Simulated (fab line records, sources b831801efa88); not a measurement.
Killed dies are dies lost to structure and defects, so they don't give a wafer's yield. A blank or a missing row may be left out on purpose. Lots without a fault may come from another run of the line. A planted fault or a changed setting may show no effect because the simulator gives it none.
Which tool did it? | flow sky130 | 13 lots, 37 wafers sampled, at 5 steps of a route of 708

WHAT THE GAUGES READ, wafer by wafer
SKY_VIA2_OVL_MEAS_13. Usual: VIA2_OVL -1 nm, standard deviation 5.3.
lot  | measured     | on         | VIA2_OVL (nm) | flag
L977 | day 38 02:09 | overlay-02 | -3 -8 0       |
L978 | day 38 02:50 | overlay-02 | -6 -9 -3      |
L979 | day 38 07:06 | overlay-01 | -3 -4 -9      |
L981 | day 38 15:28 | overlay-02 | -8 -11 -2     |
L988 | day 40 17:23 | overlay-02 | -2 3          |
L989 | day 41 06:08 | overlay-01 | 8 2 -1        |
L990 | day 41 06:19 | overlay-01 | -4 -6         |
L991 | day 42 00:32 | overlay-01 | -5 -1 -2      |
L992 | day 42 04:43 | overlay-01 | 4 9 -3        |
L994 | day 42 11:13 | overlay-01 | 1 8 1         |
L993 | day 42 12:26 | overlay-02 | -2 -2 -3      |
L995 | day 42 15:53 | overlay-01 | 0 8 3         |
L996 | day 42 21:21 | overlay-02 | -11 -9 0      |

SKY_CAPM_OVL_MEAS_12. Usual: CAPM_OVL 0.4 nm, standard deviation 1.2.
lot  | measured     | on         | CAPM_OVL (nm) | flag
L977 | day 39 04:43 | overlay-01 | 1.0 0.4 1.7   |
L978 | day 39 05:40 | overlay-01 | 0.0 0.3 0.5   |
L979 | day 39 09:13 | overlay-01 | -0.6 1.1 0.3  |
L981 | day 39 17:49 | overlay-02 | 0.4 -1.2 0.0  |
L988 | day 41 18:43 | overlay-01 | 1.1           |
L989 | day 42 07:38 | overlay-02 | 1.5 0.6 -0.4  |
L990 | day 42 08:16 | overlay-02 | 0.7           |
L991 | day 43 00:59 | overlay-02 | -0.8 2.2      |
L992 | day 43 05:38 | overlay-01 | -0.1 0.3 -0.6 |
L994 | day 43 11:46 | overlay-02 | -0.6 2.0 1.3  |
L993 | day 43 13:50 | overlay-01 | 1.7 1.2 -0.2  |
L995 | day 43 16:25 | overlay-01 | 1.1 2.0 0.1   |
L996 | day 43 21:11 | overlay-02 | 0.0 2.6 0.7   |

WHICH TOOL RAN EACH LOT (tool, then ch and the chambers of the sampled wafers, then the start)
lot  | SKY_VIA2_CMP_02               | SKY_VIA2_ETCH_15                   | SKY_VIA2_SPUTTER_20
L977 | cmp-02 ch 0,1,2, day 36 23:35 | rie_diel-03 ch 1,3, day 38 02:14   | pvd_sputter-03, day 38 02:53
L978 | cmp-02 ch 1,2,3, day 37 00:17 | rie_diel-01 ch 1,2,3, day 38 03:29 | pvd_sputter-03, day 38 04:11
L979 | cmp-01 ch 0,1,2, day 37 04:37 | rie_diel-01 ch 2,3, day 38 07:11   | pvd_sputter-03, day 38 07:54
L981 | cmp-02 ch 0,3, day 37 12:40   | rie_diel-01 ch 1,2,3, day 38 15:32 | pvd_sputter-04, day 38 16:14
L988 | cmp-02 ch 3, day 39 17:10     | rie_diel-03 ch 1,3, day 40 17:26   | pvd_sputter-01, day 40 18:10
L989 | cmp-01 ch 0,1, day 40 03:34   | rie_diel-03 ch 0,3, day 41 06:12   | pvd_sputter-04, day 41 07:00
L990 | cmp-02 ch 1,2, day 40 04:56   | rie_diel-04 ch 1,2, day 41 06:25   | pvd_sputter-01, day 41 07:07
L991 | cmp-02 ch 0,3, day 41 00:53   | rie_diel-01 ch 0,2,3, day 42 00:36 | pvd_sputter-03, day 42 01:16
L992 | cmp-01 ch 0,1,2, day 41 04:30 | rie_diel-04 ch 0,1,2, day 42 04:47 | pvd_sputter-01, day 42 05:27
L994 | cmp-01 ch 2,3, day 41 11:40   | rie_diel-01 ch 0,2, day 42 11:17   | pvd_sputter-01, day 42 11:56
L993 | cmp-01 ch 0,2,3, day 41 13:01 | rie_diel-01 ch 0,2,3, day 42 12:30 | pvd_sputter-01, day 42 13:10
L995 | cmp-01 ch 0,1,2, day 41 16:34 | rie_diel-01 ch 0,2, day 42 15:57   | pvd_sputter-01, day 42 16:37
L996 | cmp-01 ch 0,1,2, day 41 21:47 | rie_diel-03 ch 0,1,2, day 42 21:26 | pvd_sputter-03, day 42 22:05
- SKY_VIA2_CMP_02: polishes SiO2.
- SKY_VIA2_ETCH_15: etches SiO2 in C4F8/O2/Ar, stops on TiN, target depth 546 nm, time 84 s.
- SKY_VIA2_SPUTTER_20: material TiN, target thk 20 nm, time 80 s.

WHAT THE TOOLS THEMSELVES READ (means of the sampled wafers that have a number; where no wafer has one, the mark that the record gives instead)
SKY_VIA2_CMP_02. Usual: motor_current_A 11.8 A, standard deviation 1.1.
lot  | tool   | motor_current_A (A) | flag
L977 | cmp-02 | 12.9                |
L978 | cmp-02 | 11.9                |
L979 | cmp-01 | 11.7                |
L981 | cmp-02 | 12.0                |
L988 | cmp-02 | 11.1                |
L989 | cmp-01 | 12.2                |
L990 | cmp-02 | 12.3                |
L991 | cmp-02 | 11.6                |
L992 | cmp-01 | 11.9                |
L994 | cmp-01 | 10.9                |
L993 | cmp-01 | 11.1                |
L995 | cmp-01 | 12.0                |
L996 | cmp-01 | 12.0                |

SKY_VIA2_ETCH_15. Usual: oes_product_au 0.941 a.u., standard deviation 0.0047.
lot  | tool        | oes_product_au (a.u.) | flag
L977 | rie_diel-03 | 0.940                 |
L978 | rie_diel-01 | 0.940                 |
L979 | rie_diel-01 | 0.935                 |
L981 | rie_diel-01 | 0.944                 |
L988 | rie_diel-03 | 0.973                 | OFF
L989 | rie_diel-03 | 0.942                 |
L990 | rie_diel-04 | 0.968                 | OFF
L991 | rie_diel-01 | 0.957                 | OFF
L992 | rie_diel-04 | 0.944                 |
L994 | rie_diel-01 | 0.948                 |
L993 | rie_diel-01 | 0.937                 |
L995 | rie_diel-01 | 0.944                 |
L996 | rie_diel-03 | 0.939                 |

SKY_VIA2_SPUTTER_20. Usual: throttle_valve_pct 30.2 %, standard deviation 1.
lot  | tool           | throttle_valve_pct (%) | flag
L977 | pvd_sputter-03 | 29.6                   |
L978 | pvd_sputter-03 | 29.2                   |
L979 | pvd_sputter-03 | 29.8                   |
L981 | pvd_sputter-04 | 31.1                   |
L988 | pvd_sputter-01 | 29.8                   |
L989 | pvd_sputter-04 | 31.1                   |
L990 | pvd_sputter-01 | 30.4                   |
L991 | pvd_sputter-03 | 29.5                   |
L992 | pvd_sputter-01 | 30.1                   |
L994 | pvd_sputter-01 | 30.1                   |
L993 | pvd_sputter-01 | 30.4                   |
L995 | pvd_sputter-01 | 30.8                   |
L996 | pvd_sputter-03 | 29.7                   |

THE ANSWER, worked out from the rows above alone
Rule: a lot is off if the mean of its wafers that have a number lies more than 3 standard deviations from the usual mean. A lot without any number at a reading at which 4 lots or more have one is off too. The other lots that the step has rows for count as sound. The gauges are gone through in route order, then the tools' own readings, and for those a lot's mean is taken as printed above. The first step at which some lot is off is used, and at that step the reading that is off furthest; a lot without a number counts as furthest.
Off: L988, L990, L991, at SKY_VIA2_ETCH_15 (oes_product_au).
A tool fits if, at that step or a process step before it, it ran every lot that is off, and no sound lot after the first of them. One fits: cmp-02 at SKY_VIA2_CMP_02. Its last sound lot is L981 (day 37 12:40), its first lot that is off L988 (day 39 17:10): a fault that began between those two fits.

WHAT THE SIMULATOR HAD PUT IN
Process parameter drift: cmp-02, from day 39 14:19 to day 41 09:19, at SKY_VIA2_CMP_02. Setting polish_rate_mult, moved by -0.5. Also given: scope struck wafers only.
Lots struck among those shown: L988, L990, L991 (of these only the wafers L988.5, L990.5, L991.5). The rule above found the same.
